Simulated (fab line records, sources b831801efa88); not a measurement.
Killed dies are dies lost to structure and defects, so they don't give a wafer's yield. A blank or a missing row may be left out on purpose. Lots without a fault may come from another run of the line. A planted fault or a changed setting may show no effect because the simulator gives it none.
fab line records | flow sfq_line
record lots=13 wafers=39 last_day=91
route steps=325 shown I3@133
lots that met no fault: from a run of the same line without faults
start_h: hours from the record's first day to the start of the lot's first wafer shown | wait_h: hours since the lot's step before | " the same as in the row above | L1.1+2: a row that stands for several wafers | - no value, or no start given | * or withheld: withheld | < > ~ a bound
route shown NAME@n: a module of which the file shows steps, and the number in the route of the first | usual: mean/standard deviation of fault-free wafers | same: alike in all rows | chamber/n: place in a boat | sites: the reading at each site | _std_site: their standard deviation | _edge_site: outer sites' mean less inner sites' | radius_mm: how far each site lies from the wafer's centre | mask NAME#n: copy n | behind: the tool/chamber that last shaped the wafer | hold: why the lot was held/for how many hours/how that ended | device: the transistor (n, p or np) that didn't switch | end of line: the same wafers' tests at the end of the route | a step without rows: its recipe alone | killed: dies lost to structure and defects at the first sort, not the wafer's yield | map: a wafer's dies, x killed, . not, _ none there
set.NAME: the setting as run; set.NAME@STEP: as run at that earlier step | model.NAME: the simulator's own value behind a step, which no gauge read
steps of the route over a sample of lots; a table a step, a row a wafer
services: from which hour (start_h, from the record's first day; less than 0 if before it) a tool's chamber was out of use, for how many hours, and why
## steps
# step SFQ_TRILAYER_I3_DEP_PECVD_081
# recipe material=SiO2 temp_c=150 time_s=108.9 pressure_torr=2.4 rf_w=183.3 precursor=SiH4/N2O target_thk_nm=500
# usual heater_power_w=82/18 rf_fwd_power_W=182.3/0.66 showerhead_vpp_V=816/48 throttle_valve_pct=24.7/1
# columns lot.wafer tool chamber start_h wait_h heater_power_w rf_fwd_power_W showerhead_vpp_V throttle_valve_pct
L298.2 pecvd-04 1 868.60 0.0 100 183.2 817 22.8
L298.4 " 2 " " 85 182.7 941 24.4
L298.5 " 1 " " 99 183.2 808 23.3
L299.1 pecvd-01 0 870.71 0.0 89 181.1 807 24.5
L299.2 " 1 " " 40 181.1 830 25.2
L299.3 " 2 " " 57 181.5 755 23.7
L301.1 pecvd-01 1 883.91 0.0 42 182.3 825 25.2
L301.4 " 2 " " 61 182.4 753 24.0
L301.5 " 0 " " 93 182.1 800 24.9
L302.1 pecvd-01 2 887.92 0.0 63 182.2 762 23.6
L302.2 " 1 " " 48 182.1 819 25.1
L302.6 " 1 " " 51 182.5 800 25.1
L304.2 pecvd-04 2 915.91 0.0 77 182.4 937 24.5
L304.4 " 1 " " 93 181.6 793 23.1
L304.5 " 2 " " 78 181.5 936 24.7
L305.2 pecvd-03 0 924.71 0.0 101 182.7 823 26.0
L305.4 " 2 " " 106 181.9 808 25.4
L305.5 " 1 " " 83 182.9 793 26.2
L308.1 pecvd-01 1 985.03 0.0 48 181.5 818 25.3
L308.5 " 0 " " 87 183.4 786 25.1
L308.6 " 1 " " 50 181.6 800 25.3
L309.1 pecvd-04 2 986.26 0.0 81 182.5 943 24.7
L309.2 " 0 " " 91 182.2 794 23.9
L309.5 " 1 " " 94 181.7 796 23.4
L313.3 pecvd-01 0 1011.67 0.0 86 182.4 794 24.9
L313.4 " 1 " " 47 181.2 811 25.3
L313.5 " 0 " " 92 182.9 808 25.1
L314.2 pecvd-04 0 1012.87 0.0 92 183.3 797 23.9
L314.4 " 2 " " 56 255.5 1109 25.2
L314.6 " 1 " " 96 182.5 788 23.6
L315.2 pecvd-01 0 1016.47 0.0 91 182.0 799 25.1
L315.3 " 1 " " 47 181.7 817 25.6
L315.4 " 2 " " 62 183.2 770 23.8
L317.3 pecvd-03 0 1021.28 0.0 105 183.3 806 25.9
L317.5 " 2 " " 100 180.8 802 25.3
L317.6 " 1 " " 86 182.3 798 26.6
L319.1 pecvd-01 1 1032.33 0.0 48 181.3 815 25.1
L319.2 " 0 " " 88 181.5 804 25.1
L319.5 " 0 " " 88 182.3 802 25.0
# step SFQ_TRILAYER_I3_CMP_CMP_082
# recipe material=SiO2 down_force_psi=3 platen_rpm=60 pad_velocity_m_s=0.94248
# usual motor_current_A=10.4/1.2 slurry_flow_ml_min=150.0/0.46 time_to_endpoint_s=206/8.3
# columns lot.wafer tool chamber start_h wait_h motor_current_A slurry_flow_ml_min time_to_endpoint_s
L298.4 cmp-02 3 888.65 20.0 11.2 150.0 210
L298.2 " 0 " " 9.5 149.9 204
L298.5 " 2 890.15 21.5 8.2 149.5 196
L299.1 cmp-02 0 891.15 20.4 9.9 149.9 204
L299.3 " 2 892.15 21.4 8.8 150.4 197
L299.2 " 3 " " 11.1 150.3 195
L301.1 cmp-02 1 903.65 19.7 9.8 150.3 205
L301.4 " 2 " " 8.3 148.8 206
L301.5 " 1 905.65 21.7 9.4 150.3 206
L302.1 cmp-01 1 910.09 22.1 9.8 150.3 212
L302.2 " 2 " " 11.0 150.1 213
L302.6 " 0 911.59 23.6 10.9 150.1 215
L304.2 cmp-01 1 931.59 15.6 8.8 150.0 216
L304.4 " 3 932.59 16.6 11.4 149.7 228
L304.5 " 0 " " 11.8 149.2 222
L305.4 cmp-02 1 939.15 14.4 10.0 149.7 205
L305.2 " 0 940.65 15.9 9.4 150.0 199
L305.5 " 1 " " 9.9 150.0 209
L308.1 cmp-01 1 986.11 1.0 9.6 150.4 204
L308.5 " 3 987.11 2.0 11.1 149.8 219
L308.6 " 0 " " 12.0 149.8 210
L309.2 cmp-02 3 988.15 1.8 11.6 149.2 194
L309.1 " 0 " " 9.8 150.4 205
L309.5 " 1 " " 9.5 150.0 205
L313.4 cmp-01 1 1011.75 0.0 9.4 149.7 211
L313.3 " 3 1012.75 1.0 11.7 149.4 216
L313.5 " 1 1013.75 2.0 9.9 149.8 210
L314.4 cmp-02 3 1014.13 1.2 11.3 150.3 236
L314.2 " 1 1015.13 2.2 9.8 150.3 200
L314.6 " 2 " " 8.3 150.8 200
L315.3 cmp-02 0 1016.63 0.1 9.5 150.1 203
L315.2 " 1 " " 9.3 150.1 194
L315.4 " 2 " " 8.4 150.1 195
L317.3 cmp-01 1 1024.16 2.8 9.6 149.4 205
L317.6 " 3 1025.16 3.8 11.8 150.0 211
L317.5 " 0 " " 12.1 149.3 200
L319.1 cmp-01 3 1033.17 0.8 11.7 149.7 210
L319.2 " 1 1034.17 1.8 9.8 149.2 207
L319.5 " 0 1035.67 3.3 11.9 150.7 210
## services
# columns tool chamber start_h hours kind
pecvd-03 1 868.55 2.9 repair
cmp-01 - 884.20 0.9 repair
pecvd-04 1 892.97 6.3 repair
cmp-01 - 918.09 4.0 pm
cmp-01 - 922.09 - consumable_replace:conditioner
cmp-01 - 922.09 - consumable_replace:pad
pecvd-01 0 940.43 1.8 repair
pecvd-03 2 946.22 13.2 repair
cmp-02 - 958.41 1.0 repair
cmp-01 - 970.29 1.6 repair
cmp-01 - 972.17 0.3 repair
pecvd-03 2 982.40 5.9 repair
cmp-02 - 995.04 3.4 repair
cmp-02 - 999.57 0.7 repair
pecvd-03 0 1001.27 19.2 repair
pecvd-04 2 1004.63 6.0 repair
cmp-02 - 1027.19 4.0 pm
pecvd-03 - 1034.01 2.8 pm
## key
first_sign step=SFQ_TRILAYER_I3_DEP_PECVD_081 reading=rf_fwd_power_W direction=up sigmas=99+ usual=182.3 struck=255.5
effect step=SFQ_TRILAYER_I3_DEP_PECVD_081 reading=showerhead_vpp_V direction=up sigmas=6.1 usual=816 struck=1109
effect step=SFQ_TRILAYER_I3_CMP_CMP_082 reading=time_to_endpoint_s direction=up sigmas=3.6 usual=* struck=*
met_at SFQ_TRILAYER_I3_DEP_PECVD_081
struck_lots L314
struck_wafers L314.4
onset_between 986.26 1012.87
fault kind=process_parameter_drift tool=pecvd-04 chamber=2 onset_h=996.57 steps=SFQ_TRILAYER_I3_DEP_PECVD_081 channel=rf_w offset=73.32 shape=step end_h=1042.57 acts_in=these_recipes_only stated=183.3
